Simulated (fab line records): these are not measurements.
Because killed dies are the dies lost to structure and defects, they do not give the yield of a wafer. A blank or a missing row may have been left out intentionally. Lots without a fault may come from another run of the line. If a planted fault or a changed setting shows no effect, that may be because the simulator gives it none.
fab line records -- flow sky130
record: lots: 5, wafers: 15, lastDay: 49
route steps=708 shown LDD_N@241 LDD_P@255 LDD_HVN@267
lots untouched by any fault: they come from a run of this same line in which no faults occurred
startH: the number of hours between the record's first day and the start of the first shown wafer of the lot -- waitH: hours elapsed since this lot's preceding step -- " as in the row above -- L1.1+2: several wafers, shown together as one row -- - no value, or no start given -- * or withheld: withheld -- < > ~ a bound
route shown NAME@n: a module of which the file shows steps, and the number in the route of the first -- usual: average and standard deviation across the fault-free wafers -- same: alike in all rows -- chamber/n: place in a boat -- sites: per-site readings -- _std_site: standard deviation of those values -- _edge_site: the outer-site mean with the inner-site mean subtracted -- radiusMm: how far each site lies from the wafer's centre -- mask NAME#n: copy n -- behind: the tool/chamber that last shaped the wafer -- hold: reason for holding the lot/hours on hold/outcome of the hold -- device: whichever transistor did not switch (one of n, p or np) -- end of line: tests of these same wafers at the route's end -- a step given without rows: its recipe and nothing more -- killed: not the wafer's yield, but the dies lost to structure and defects at the first sort -- map: dies across one wafer; x = killed, . = not, _ = none there
set.NAME: the setting that was run; set.NAME@STEP: the one run at that earlier step -- model.NAME: the simulator's own value behind a step, which no gauge read
lots at selected steps of the route; one table per step, one row per wafer
services: a tool's chamber out of use, with start hour (startH, from the record's first day; less than 0 if before it), hours out, and reason
== steps ==
step: SKY_LDD_N_EXPOSE_04
recipe: maskId: NTM, targetCdNm: 840, na: 0.6, sourceShape: conventional, sigmaOuter: 0.6, doseMj: 110
step: SKY_LDD_N_PEB_05
recipe: tempC: withheld, timeS: *, resist: NOVOLAK
step: SKY_LDD_N_DEVELOP_06
recipe: developTimeS: 60, devTempC: 23
step: SKY_LDD_N_OVL_MEAS_07
usual: LDD_N_OVL: 0.0/1.3
lot.wafer,tool,chamber,startH,waitH,LDD_N_OVL[nm]
L577.1,overlay-01,-,437.06,0.1,0.0
L577.4,overlay-01,-,437.06,0.1,-2.6
L577.5,overlay-01,-,437.06,0.1,-0.6
L586.1,overlay-01,-,527.53,0.1,0.7
L586.3,overlay-01,-,527.53,0.1,2.5
L586.4,overlay-01,-,527.53,0.1,-0.8
L588.1,overlay-02,-,532.36,0.1,-1.9
L588.2,overlay-02,-,532.36,0.1,-0.1
L588.6,overlay-02,-,532.36,0.1,0.1
L590.2,overlay-02,-,548.46,0.1,3.1
L590.5,overlay-02,-,548.46,0.1,0.4
L590.6,overlay-02,-,548.46,0.1,-0.8
L592.1,overlay-01,-,555.46,0.1,1.2
L592.4,overlay-01,-,555.46,0.1,0.7
L592.6,overlay-01,-,555.46,0.1,-0.5
step: SKY_LDD_N_IMPLANT_08
recipe: species: As, energyKev: 20, doseCm2: 7.5e+13, tiltDeg: withheld, rotationDeg: 23
step: SKY_LDD_N_IMPLANT_09
recipe: species: As, energyKev: 20, doseCm2: 7.5e+13, tiltDeg: withheld, rotationDeg: 113
step: SKY_LDD_N_IMPLANT_10
recipe: species: As, energyKev: 20, doseCm2: 7.5e+13, tiltDeg: withheld, rotationDeg: 203
step: SKY_LDD_N_IMPLANT_11
recipe: species: As, energyKev: 20, doseCm2: 7.5e+13, tiltDeg: withheld, rotationDeg: 293
step: SKY_LDD_N_IMPLANT_12
recipe: species: BF2, energyKev: 50, doseCm2: 5e+12, tiltDeg: 30, rotationDeg: 0
step: SKY_LDD_N_IMPLANT_13
recipe: species: BF2, energyKev: 50, doseCm2: 5e+12, tiltDeg: 30, rotationDeg: 90
step: SKY_LDD_N_IMPLANT_14
recipe: species: BF2, energyKev: 50, doseCm2: 5e+12, tiltDeg: 30, rotationDeg: 180
step: SKY_LDD_N_IMPLANT_15
recipe: species: BF2, energyKev: 50, doseCm2: 5e+12, tiltDeg: 30, rotationDeg: 270
step: SKY_LDD_N_STRIP_16
recipe: chemistry: O2/N2, powerW: 1400, pressureMtorr: 1500, platenTempC: withheld, o2FlowSccm: 3000, n2FlowSccm: 300, overashFraction: 0.5
usual: chamberPressureMTorr: 1500.0/1.4, drypumpMotorCurrentA: 5.8/0.43, oesProductAu: 0.407/0.0046, stripTimeToEndpointS: 4.314/0.014
same: overashFraction: 0.5
lot.wafer,tool,chamber,startH,waitH,chamberPressureMTorr,drypumpMotorCurrentA,oesProductAu,rfHoursCounterH,stripTimeToEndpointS,model.NOVOLAK_of_LDD_N_COAT_02.thkNm
L577.1,plasmaAsher-03,1,438.29,0.1,1508.3,6.2,0.593,74,-,242.8
L577.4,plasmaAsher-03,1,438.29,0.1,1457.4,6.1,0.667,-,-,242.8
L577.5,plasmaAsher-03,0,438.29,0.1,1516.6,5.4,0.640,-,-,242.8
L586.1,plasmaAsher-01,1,528.77,0.1,1498.6,5.1,0.404,43,4.315,0
L586.3,plasmaAsher-01,0,528.77,0.1,1499.4,6.1,0.400,-,4.299,0
L586.4,plasmaAsher-01,1,528.77,0.1,1499.9,5.1,0.410,-,4.309,0
L588.1,plasmaAsher-01,1,533.59,0.1,1500.1,5.1,0.404,44,4.331,0
L588.2,plasmaAsher-01,0,533.59,0.1,1499.9,6.1,0.407,44,4.342,0
L588.6,plasmaAsher-01,0,533.59,0.1,1498.8,6.1,0.410,-,4.313,0
L590.2,plasmaAsher-03,0,549.69,0.1,1499.0,5.4,0.404,89,4.338,0
L590.5,plasmaAsher-03,1,549.69,0.1,1498.5,6.1,0.408,-,4.311,0
L590.6,plasmaAsher-03,0,549.69,0.1,1503.6,5.4,0.400,-,4.339,0
L592.1,plasmaAsher-02,0,556.69,0.1,1498.5,5.6,0.409,71,4.301,0
L592.4,plasmaAsher-02,0,556.69,0.1,1499.0,5.6,0.404,-,4.322,0
L592.6,plasmaAsher-02,1,556.69,0.1,1499.6,6.2,0.413,-,4.299,0
step: SKY_LDD_N_TW_MEAS_17
usual: LDD_N_TW: 2603/18
lot.wafer,tool,chamber,startH,waitH,LDD_N_TW
L577.1,filmMetro-04,-,438.39,0.1,2600
L577.4,filmMetro-04,-,438.39,0.1,2611
L577.5,filmMetro-04,-,438.39,0.1,2602
L586.1,filmMetro-04,-,528.87,0.1,2598
L586.3,filmMetro-04,-,528.87,0.1,2589
L586.4,filmMetro-04,-,528.87,0.1,2587
L588.1,filmMetro-02,-,533.69,0.1,2566
L588.2,filmMetro-02,-,533.69,0.1,2571
L588.6,filmMetro-02,-,533.69,0.1,2594
L590.2,filmMetro-02,-,549.80,0.1,2577
L590.5,filmMetro-02,-,549.80,0.1,2578
L590.6,filmMetro-02,-,549.80,0.1,2577
L592.1,filmMetro-02,-,556.79,0.1,2588
L592.4,filmMetro-02,-,556.79,0.1,2597
L592.6,filmMetro-02,-,556.79,0.1,2599
step: SKY_LDD_P_DEHYDRATE_00
recipe: tempC: 200, timeS: 60
step: SKY_LDD_P_HMDS_01
recipe: primeTimeS: 60, primeTempC: 120
step: SKY_LDD_P_COAT_02
recipe: resist: NOVOLAK, spinRpm: 3000, resistThkNm: 1140
step: SKY_LDD_P_SOFTBAKE_03
recipe: tempC: 90, timeS: 60, resist: NOVOLAK
step: SKY_LDD_P_EXPOSE_04
recipe: maskId: PSDM, na: 0.6, sourceShape: conventional, sigmaOuter: 0.6, polarization: unpolarized, targetCdNm: 380, doseMj: 138
step: SKY_LDD_P_PEB_05
recipe: tempC: withheld, timeS: *, resist: NOVOLAK
step: SKY_LDD_P_DEVELOP_06
recipe: resist: NOVOLAK, developer: TMAH, developTimeS: 60, devTempC: 23
step: SKY_LDD_P_CD_MEAS_07
recipe: targetCdNm: 380
usual: cdNm: 379/3.3
lot.wafer,tool,chamber,startH,waitH,cdNm
L577.1,cdSem-02,-,467.02,0.1,380
L577.4,cdSem-02,-,467.02,0.1,378
L577.5,cdSem-02,-,467.02,0.1,378
L586.1,cdSem-02,-,558.27,0.1,382
L586.3,cdSem-02,-,558.27,0.1,383
L586.4,cdSem-02,-,558.27,0.1,379
L588.1,cdSem-02,-,563.77,0.1,380
L588.2,cdSem-02,-,563.77,0.1,382
L588.6,cdSem-02,-,563.77,0.1,382
L590.2,cdSem-02,-,579.58,0.1,376
L590.5,cdSem-02,-,579.58,0.1,373
L590.6,cdSem-02,-,579.58,0.1,375
L592.1,cdSem-02,-,586.47,0.1,375
L592.4,cdSem-02,-,586.47,0.1,375
L592.6,cdSem-02,-,586.47,0.1,377
step: SKY_LDD_P_OVL_MEAS_08
usual: LDD_P_OVL: 0.6/1.4
lot.wafer,tool,chamber,startH,waitH,LDD_P_OVL[nm]
L577.1,overlay-01,-,467.14,0.1,-2.5
L577.4,overlay-01,-,467.14,0.1,-1.6
L577.5,overlay-01,-,467.14,0.1,-0.3
L586.1,overlay-02,-,558.39,0.1,0.1
L586.3,overlay-02,-,558.39,0.1,0.2
L586.4,overlay-02,-,558.39,0.1,0.2
L588.1,overlay-02,-,563.89,0.1,0.9
L588.2,overlay-02,-,563.89,0.1,0.9
L588.6,overlay-02,-,563.89,0.1,1.2
L590.2,overlay-02,-,579.68,0.1,0.8
L590.5,overlay-02,-,579.68,0.1,0.9
L590.6,overlay-02,-,579.68,0.1,0.3
L592.1,overlay-02,-,586.59,0.1,1.6
L592.4,overlay-02,-,586.59,0.1,2.4
L592.6,overlay-02,-,586.59,0.1,2.9
step: SKY_LDD_P_IMPLANT_09
recipe: species: BF2, energyKev: 25, doseCm2: 1e+13, tiltDeg: withheld
step: SKY_LDD_P_STRIP_10
recipe: chemistry: O2/N2, powerW: 1400, pressureMtorr: 1500, platenTempC: withheld, o2FlowSccm: 3000, n2FlowSccm: 300, overashFraction: 0.5
usual: chamberPressureMTorr: 1500.2/1.5, drypumpMotorCurrentA: 5.8/0.44, oesProductAu: 0.715/0.0043, stripTimeToEndpointS: 14.17/0.044
same: overashFraction: 0.5
lot.wafer,tool,chamber,startH,waitH,chamberPressureMTorr,drypumpMotorCurrentA,oesProductAu,rfHoursCounterH,stripTimeToEndpointS
L577.1,plasmaAsher-03,1,467.32,0.1,1499.9,6.1,0.712,78,17.83
L577.4,plasmaAsher-03,0,467.32,0.1,1500.4,5.4,0.714,-,17.80
L577.5,plasmaAsher-03,1,467.32,0.1,1500.9,6.1,0.710,-,17.79
L586.1,plasmaAsher-01,1,558.57,0.1,1501.5,5.1,0.714,46,14.21
L586.3,plasmaAsher-01,1,558.57,0.1,1500.3,5.1,0.710,-,14.18
L586.4,plasmaAsher-01,0,558.57,0.1,1500.5,6.1,0.721,-,14.19
L588.1,plasmaAsher-01,0,564.07,0.1,1500.3,6.2,0.716,47,14.19
L588.2,plasmaAsher-01,1,564.07,0.1,1501.1,5.1,0.718,47,14.13
L588.6,plasmaAsher-01,1,564.07,0.1,1502.6,5.1,0.718,-,14.15
L590.2,plasmaAsher-03,1,579.86,0.1,1499.8,6.1,0.721,92,14.25
L590.5,plasmaAsher-03,0,579.86,0.1,1498.9,5.4,0.719,-,14.29
L590.6,plasmaAsher-03,1,579.86,0.1,1498.8,6.1,0.713,-,14.26
L592.1,plasmaAsher-01,0,586.77,0.1,1498.7,6.2,0.720,49,14.17
L592.4,plasmaAsher-01,0,586.77,0.1,1498.8,6.1,0.715,-,14.14
L592.6,plasmaAsher-01,1,586.77,0.1,1500.8,5.1,0.713,-,14.12
step: SKY_LDD_P_TW_MEAS_11
usual: LDD_P_TW: 637/7.3
lot.wafer,tool,chamber,startH,waitH,LDD_P_TW
L577.1,filmMetro-02,-,467.42,0.1,30
L577.4,filmMetro-02,-,467.42,0.1,30
L577.5,filmMetro-02,-,467.42,0.1,30
L586.1,filmMetro-02,-,558.67,0.1,640
L586.3,filmMetro-02,-,558.67,0.1,643
L586.4,filmMetro-02,-,558.67,0.1,644
L588.1,filmMetro-02,-,564.17,0.1,639
L588.2,filmMetro-02,-,564.17,0.1,643
L588.6,filmMetro-02,-,564.17,0.1,641
L590.2,filmMetro-03,-,579.97,0.1,646
L590.5,filmMetro-03,-,579.97,0.1,647
L590.6,filmMetro-03,-,579.97,0.1,648
L592.1,filmMetro-01,-,586.87,0.1,634
L592.4,filmMetro-01,-,586.87,0.1,629
L592.6,filmMetro-01,-,586.87,0.1,632
step: SKY_LDD_HVN_DEHYDRATE_00
recipe: tempC: 200, timeS: 60
== services ==
tool,chamber,startH,hours,kind
plasmaAsher-03,-,474.02,2.8,pm
plasmaAsher-02,-,480.62,32.9,repair
plasmaAsher-01,-,502.62,7.2,repair
plasmaAsher-01,-,558.86,0.9,repair
== key ==
firstSign: step: SKY_LDD_N_STRIP_16, reading: oesProductAu, direction: up, sigmas: 49, usual: 0.407, struck: 0.633
effect: step: SKY_LDD_N_STRIP_16, reading: chamberPressureMTorr, direction: down, sigmas: 4.1, usual: 1500.0, struck: 1494.1
effect: step: SKY_LDD_P_STRIP_10, reading: stripTimeToEndpointS, direction: up, sigmas: 82, usual: *, struck: *
effect: step: SKY_LDD_P_TW_MEAS_11, reading: LDD_P_TW, direction: down, sigmas: 83, usual: 637, struck: 30
modelEffect: step: SKY_LDD_N_STRIP_16, value: NOVOLAK_of_LDD_N_COAT_02.thkNm, without: 0, struck: 242.8
metAt SKY_LDD_N_STRIP_16
struckWafers L577.1,L577.4,L577.5
sortLeftOut L577.1,L577.4,L577.5
testerLeftOut L577
fault: kind: stripAborted, tool: plasmaAsher-03, chamber: -, onsetH: 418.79, steps: SKY_LDD_N_STRIP_16, offset: 1, endH: 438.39
testerLeftOut: of these lots the tester's yield and bins aren't shown, on N5 and GAA mostly nor the transistor test; their killed dies are dies lost to structure and defects alone, not to doping, threshold or leakage, so they don't give the yield
sortLeftOut: the simulated sort isn't trusted on such a fault, so these wafers' sort isn't shown, and their yield isn't known
